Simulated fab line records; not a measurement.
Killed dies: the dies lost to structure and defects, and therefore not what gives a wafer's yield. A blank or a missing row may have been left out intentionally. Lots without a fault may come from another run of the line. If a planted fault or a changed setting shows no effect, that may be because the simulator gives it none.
Which tool did it? | flow sky130 | Sampling: 12 lots, 36 wafers, 5 of 708 route steps

== WHAT THE GAUGES READ, wafer by wafer ==
SKY_VIA3_THK_MEAS_01.
lot  | measured     | on            | VIA3_HDPCVD_THK (nm)
L794 | day 38 14:04 | film metro-03 | 1559 1539 1564
L795 | day 39 08:27 | film metro-03 | 1561 1566 1585
L800 | day 40 17:59 | film metro-04 | 1562 1597 1561
L801 | day 41 04:11 | film metro-02 | 1581 1591 1613
L802 | day 41 17:50 | film metro-02 | 1595 1547 2414
L804 | day 42 01:11 | film metro-02 | 1558 1575 2385
L805 | day 42 02:25 | film metro-04 | 1565 2402 2416
L807 | day 42 23:15 | film metro-03 | 1581 1583 1553
L813 | day 44 04:43 | film metro-04 | 1594 1562 1595
L814 | day 44 07:32 | film metro-03 | 1555 1542 1570
L815 | day 44 20:24 | film metro-04 | 1557 1579 1549
L816 | day 45 08:20 | film metro-03 | 1581 1600 1621

SKY_VIA3_BOW_MEAS_03.
lot  | measured     | on            | VIA3_BOW (um)
L794 | day 38 14:27 | film metro-03 | 78 93 89
L795 | day 39 09:01 | film metro-03 | 79 88 79
L800 | day 40 18:20 | film metro-03 | 78 90 61
L801 | day 41 04:34 | film metro-02 | 85 75 85
L802 | day 41 18:12 | film metro-03 | 95 95 80
L804 | day 42 01:33 | film metro-03 | 88 83 80
L805 | day 42 02:47 | film metro-04 | 88 83 77
L807 | day 42 23:38 | film metro-04 | 76 75 82
L813 | day 44 05:04 | film metro-03 | 74 73 72
L814 | day 44 07:54 | film metro-02 | 99 83 78
L815 | day 44 20:46 | film metro-04 | 64 63 67
L816 | day 45 08:43 | film metro-03 | 76 71 76

== WHAT TOOL EACH LOT RAN ON (gives the tool, then ch and the chambers of the sampled wafers, and finally the start) ==
lot  | SKY_CAPM_CVD_00                 | SKY_METAL3_DESCUM_15              | SKY_VIA3_HDPCVD_00
L794 | pecvd-01 ch 0,1,2, day 36 08:10 | rie metal-02 ch 0,1, day 38 12:55 | hdpcvd-02 ch 0,1,2, day 38 13:57
L795 | pecvd-02 ch 0,1,2, day 37 04:06 | rie metal-01 ch 0,1, day 39 07:18 | hdpcvd-01 ch 1,2, day 39 08:16
L800 | pecvd-02 ch 0,1, day 38 15:05   | rie metal-02 ch 0,1, day 40 16:52 | hdpcvd-01 ch 0,1, day 40 17:49
L801 | pecvd-01 ch 0,1, day 39 02:25   | rie metal-02 ch 0,1, day 41 03:05 | hdpcvd-01 ch 0,1,2, day 41 03:59
L802 | pecvd-03 ch 1,2, day 39 15:14   | rie metal-03 ch 0,1, day 41 16:31 | hdpcvd-01 ch 1,2, day 41 17:40
L804 | pecvd-03 ch 0,1,2, day 39 22:40 | rie metal-02 ch 0,1, day 41 23:59 | hdpcvd-01 ch 0,1, day 42 01:00
L805 | pecvd-03 ch 0,2, day 40 00:04   | rie metal-01 ch 0,1, day 42 01:14 | hdpcvd-01 ch 0,1,2, day 42 02:15
L807 | pecvd-02 ch 0,2, day 40 22:23   | rie metal-03 ch 0,1, day 42 22:07 | hdpcvd-02 ch 1,2, day 42 23:04
L813 | pecvd-02 ch 0,2, day 42 04:59   | rie metal-01 ch 0,1, day 44 03:37 | hdpcvd-02 ch 0,1, day 44 04:32
L814 | pecvd-02 ch 0,2, day 42 08:23   | rie metal-02 ch 0,1, day 44 06:28 | hdpcvd-02 ch 0,1,2, day 44 07:22
L815 | pecvd-03 ch 0,1,2, day 42 21:13 | rie metal-02 ch 0,1, day 44 19:07 | hdpcvd-01 ch 0,1, day 44 20:09
L816 | pecvd-02 ch 0,1,2, day 43 10:46 | rie metal-03 ch 0,1, day 45 07:13 | hdpcvd-02 ch 0,1,2, day 45 08:10
- SKY_CAPM_CVD_00: deposits SiO2, target thk 15.5 nm.
- SKY_METAL3_DESCUM_15: chemistry O2, time 8 s.
- SKY_VIA3_HDPCVD_00: deposits SiO2, target thk 1635 nm, time 261.3 s.

== WHAT THE TOOLS THEMSELVES READ (means of the sampled wafers that have a number; where no wafer has one, the mark that the record gives instead) ==
SKY_CAPM_CVD_00.
lot  | tool     | heater power w (W) | rf fwd power W (W)
L794 | pecvd-01 | 705                | 441.5
L795 | pecvd-02 | 765                | 440.7
L800 | pecvd-02 | 743                | 440.4
L801 | pecvd-01 | 701                | 441.4
L802 | pecvd-03 | 751                | 439.2
L804 | pecvd-03 | 795                | 440.7
L805 | pecvd-03 | 795                | 439.8
L807 | pecvd-02 | 749                | 442.0
L813 | pecvd-02 | 795                | 441.7
L814 | pecvd-02 | 764                | 441.4
L815 | pecvd-03 | 785                | 441.0
L816 | pecvd-02 | 803                | 441.9

SKY_METAL3_DESCUM_15.
lot  | tool         | drypump motor current A (A) | oes product au (a.u.) | rf fwd power W (W)
L794 | rie metal-02 | 5.5                         | 0.994                 | 146.2
L795 | rie metal-01 | 6.1                         | 0.999                 | 147.2
L800 | rie metal-02 | 6.0                         | 0.993                 | 146.8
L801 | rie metal-02 | 6.1                         | 0.995                 | 146.4
L802 | rie metal-03 | 6.1                         | 1.003                 | 146.3
L804 | rie metal-02 | 6.1                         | 0.978                 | 146.5
L805 | rie metal-01 | 6.1                         | 1.001                 | 147.6
L807 | rie metal-03 | 6.1                         | 1.008                 | 146.6
L813 | rie metal-01 | 6.0                         | 0.995                 | 147.6
L814 | rie metal-02 | 5.5                         | 0.998                 | 146.9
L815 | rie metal-02 | 6.1                         | 0.983                 | 146.1
L816 | rie metal-03 | 6.1                         | 1.010                 | 146.7

== THE ANSWER, worked out from the rows above alone ==
Rule: the lots themselves supply what counts as usual. Put in order of their means at a reading, lots are off if they are a third of the lots or fewer, leave a main group of 4 or more, and stand apart from it by a gap of 3 or more times the standard deviation of the main group's means; of several such gaps the widest counts. Not used: any main group whose means are identical at the precision the tables above print for the reading. Also off: a lot with no number at a reading for which 4 or more lots have one. Any other lot the step has rows for is counted as sound. After the gauges, taken in route order, come the tools' own readings; for these a lot's mean is taken, as printed above. At the first step where some lot is off, the reading lying furthest off is the one used; lots without a number count as furthest.
Off: L802, L804, L805, seen at SKY_VIA3_THK_MEAS_01 (VIA3_HDPCVD_THK). Main group: mean 1574 nm, sd 15.
If a tool, at a process step before that reading, ran all the lots that are off and no sound lot after the first of them, it fits. Gauges at SKY_VIA3_THK_MEAS_01: tried the same way as those tools. No candidate that was tried fits.

== WHAT HAD BEEN PUT IN BY THE SIMULATOR ==
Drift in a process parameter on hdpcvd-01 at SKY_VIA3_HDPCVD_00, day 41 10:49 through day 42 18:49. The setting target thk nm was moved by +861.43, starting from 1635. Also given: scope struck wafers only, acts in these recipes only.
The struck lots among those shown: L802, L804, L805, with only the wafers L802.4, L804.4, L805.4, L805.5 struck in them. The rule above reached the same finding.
